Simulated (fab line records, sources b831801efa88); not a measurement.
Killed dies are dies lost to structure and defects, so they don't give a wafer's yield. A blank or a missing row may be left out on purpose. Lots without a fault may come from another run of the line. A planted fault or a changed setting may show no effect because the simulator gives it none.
Which tool did it? | flow gf180mcu | 15 lots, 42 wafers sampled, at 4 steps of a route of 602

WHAT THE GAUGES READ, wafer by wafer
GF_HV_LDD_OVL_MEAS_08. Usual: HV_LDD_OVL 0.3 nm, standard deviation 1.5.
lot  | measured     | on         | HV_LDD_OVL (nm) | flag
L994 | day 10 02:41 | overlay-02 | -1.4 1.3 0.7    |
L995 | day 10 04:52 | overlay-01 | -1.1 -0.2 -1.1  |
L996 | day 10 10:20 | overlay-02 | -0.8 -1.0 -2.0  |
L997 | day 10 20:59 | overlay-01 | 2.5 -1.0 2.3    |
L998 | day 11 08:26 | overlay-02 | 0.4 0.4 0.7     |
L999 | day 11 14:28 | overlay-02 | -0.6 -0.3 -0.3  |
L100 | day 11 18:13 | overlay-02 | 0.8 1.8 2.5     |
L101 | day 12 04:53 | overlay-02 | 0.6 2.2 1.4     |
L108 | day 14 04:56 | overlay-01 | -0.1 -0.5       |
L109 | day 14 11:08 | overlay-02 | -0.3 0.1        |
L110 | day 14 19:26 | overlay-01 | -0.5 -1.0       |
L112 | day 16 01:14 | overlay-02 | 2.0 0.8 0.7     |
L113 | day 16 10:43 | overlay-02 | 2.7 2.3 1.4     |
L114 | day 16 14:10 | overlay-01 | -2.0 -1.8 -1.8  |
L117 | day 17 05:53 | overlay-02 | -1.7 -1.7 0.4   |

GF_V1_THK_MEAS_03. Usual: V1_CVD_02_THK 852 nm, standard deviation 11.
lot  | measured     | on            | V1_CVD_02_THK (nm) | flag
L994 | day 17 03:25 | film_metro-03 | 849 849 852        |
L995 | day 17 07:46 | film_metro-03 | 845 858 868        |
L996 | day 17 13:07 | film_metro-03 | 840 856 867        |
L997 | day 18 05:10 | film_metro-02 | 851 852 856        |
L998 | day 18 17:43 | film_metro-03 | 857 875 878        |
L999 | day 19 01:18 | film_metro-03 | 848 872 878        |
L100 | day 19 06:40 | film_metro-04 | 837 851 858        |
L101 | day 20 05:20 | film_metro-02 | 851 855 853        |
L108 | day 22 07:48 | film_metro-03 | 840 848            |
L109 | day 22 12:47 | film_metro-03 | 831 838            |
L110 | day 22 23:40 | film_metro-04 | 851 847            |
L112 | day 24 06:38 | film_metro-04 | 834 843 854        |
L113 | day 24 15:52 | film_metro-02 | 850 848 835        |
L114 | day 24 18:07 | film_metro-03 | 845 848 852        |
L117 | day 25 08:16 | film_metro-03 | 830 837 850        |

GF_V1_BOW_MEAS_05. Usual: V1_BOW 82 um, standard deviation 8.2.
lot  | measured     | on            | V1_BOW (um) | flag
L994 | day 17 03:46 | film_metro-04 | 83 72 67    |
L995 | day 17 08:07 | film_metro-02 | 81 80 98    |
L996 | day 17 13:29 | film_metro-02 | 94 71 86    |
L997 | day 18 05:32 | film_metro-03 | 73 79 72    |
L998 | day 18 18:05 | film_metro-02 | 77 80 70    |
L999 | day 19 01:40 | film_metro-03 | 78 73 67    |
L100 | day 19 07:02 | film_metro-03 | 93 98 89    |
L101 | day 20 05:43 | film_metro-03 | 83 78 80    |
L108 | day 22 08:10 | film_metro-02 | 91 91       |
L109 | day 22 13:09 | film_metro-02 | 80 81       |
L110 | day 23 00:05 | film_metro-02 | 84 72       |
L112 | day 24 06:59 | film_metro-02 | 72 88 82    |
L113 | day 24 16:13 | film_metro-03 | 81 82 84    |
L114 | day 24 18:28 | film_metro-04 | 85 78 77    |
L117 | day 25 08:37 | film_metro-04 | 77 85 74    |

WHICH TOOL RAN EACH LOT (tool, then ch and the chambers of the sampled wafers, then the start)
lot  | GF_VT_IMPLANT_SOFTBAKE_03
L994 | litho_track-03 ch 0, day 5 10:50
L995 | litho_track-03 ch 0, day 5 12:59
L996 | litho_track-01 ch 0, day 5 15:56
L997 | litho_track-01 ch 0, day 6 03:44
L998 | litho_track-03 ch 0, day 6 13:02
L999 | litho_track-02 ch 0, day 6 17:14
L100 | litho_track-03 ch 0, day 6 19:58
L101 | litho_track-02 ch 0, day 7 05:22
L108 | litho_track-01 ch 0, day 8 19:35
L109 | litho_track-01 ch 0, day 9 00:46
L110 | litho_track-01 ch 0, day 9 08:11
L112 | litho_track-03 ch 0, day 10 07:50
L113 | litho_track-02 ch 0, day 10 14:28
L114 | litho_track-03 ch 0, day 10 16:23
L117 | litho_track-03 ch 0, day 11 09:23
- GF_VT_IMPLANT_SOFTBAKE_03: time 60 s.

WHAT THE TOOLS THEMSELVES READ (means of the sampled wafers that have a number; where no wafer has one, the mark that the record gives instead)
GF_VT_IMPLANT_SOFTBAKE_03. Usual: heater_power_total_W 56.59 W, standard deviation 0.045; run_length_s 89.14 s, standard deviation 0.26.
lot  | tool           | heater_power_total_W (W) | run_length_s (s) | flag
L994 | litho_track-03 | 56.58                    | 89.08            |
L995 | litho_track-03 | 56.63                    | 88.95            |
L996 | litho_track-01 | 56.61                    | 89.44            |
L997 | litho_track-01 | 56.57                    | 89.35            |
L998 | litho_track-03 | 56.58                    | 89.01            |
L999 | litho_track-02 | 56.61                    | 88.93            |
L100 | litho_track-03 | 56.56                    | 88.98            |
L101 | litho_track-02 | 56.60                    | 88.81            |
L108 | litho_track-01 | 58.42                    | 84.25            | OFF
L109 | litho_track-01 | 58.50                    | 84.31            | OFF
L110 | litho_track-01 | 58.45                    | 84.32            | OFF
L112 | litho_track-03 | 56.60                    | 89.12            |
L113 | litho_track-02 | 56.60                    | 88.87            |
L114 | litho_track-03 | 56.53                    | 89.01            |
L117 | litho_track-03 | 56.60                    | 88.99            |

THE ANSWER, worked out from the rows above alone
Rule: a lot is off if the mean of its wafers that have a number lies more than 3 standard deviations from the usual mean. A lot without any number at a reading at which 4 lots or more have one is off too. The other lots that the step has rows for count as sound. The gauges are gone through in route order, then the tools' own readings, and for those a lot's mean is taken as printed above. The first step at which some lot is off is used, and at that step the reading that is off furthest; a lot without a number counts as furthest.
Off: L108, L109, L110, at GF_VT_IMPLANT_SOFTBAKE_03 (heater_power_total_W).
A tool fits if, at that step or a process step before it, it ran every lot that is off, and no sound lot after the first of them. One fits: litho_track-01 at GF_VT_IMPLANT_SOFTBAKE_03. Its last sound lot is L997 (day 6 03:44), its first lot that is off L108 (day 8 19:35): a fault that began between those two fits.
The tool's own readings at GF_VT_IMPLANT_SOFTBAKE_03 bear it out: on the lots that are off they differ by more than 5 times the standard deviation of the sound lots' means. heater_power_total_W reads 58.46 W there against 56.59 W on the sound lots; run_length_s reads 84.29 s there against 89.05 s on the sound lots.

WHAT THE SIMULATOR HAD PUT IN
Process parameter drift: litho_track-01, from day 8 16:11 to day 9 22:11, at GF_VT_IMPLANT_SOFTBAKE_03. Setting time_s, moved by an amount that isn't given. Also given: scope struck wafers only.
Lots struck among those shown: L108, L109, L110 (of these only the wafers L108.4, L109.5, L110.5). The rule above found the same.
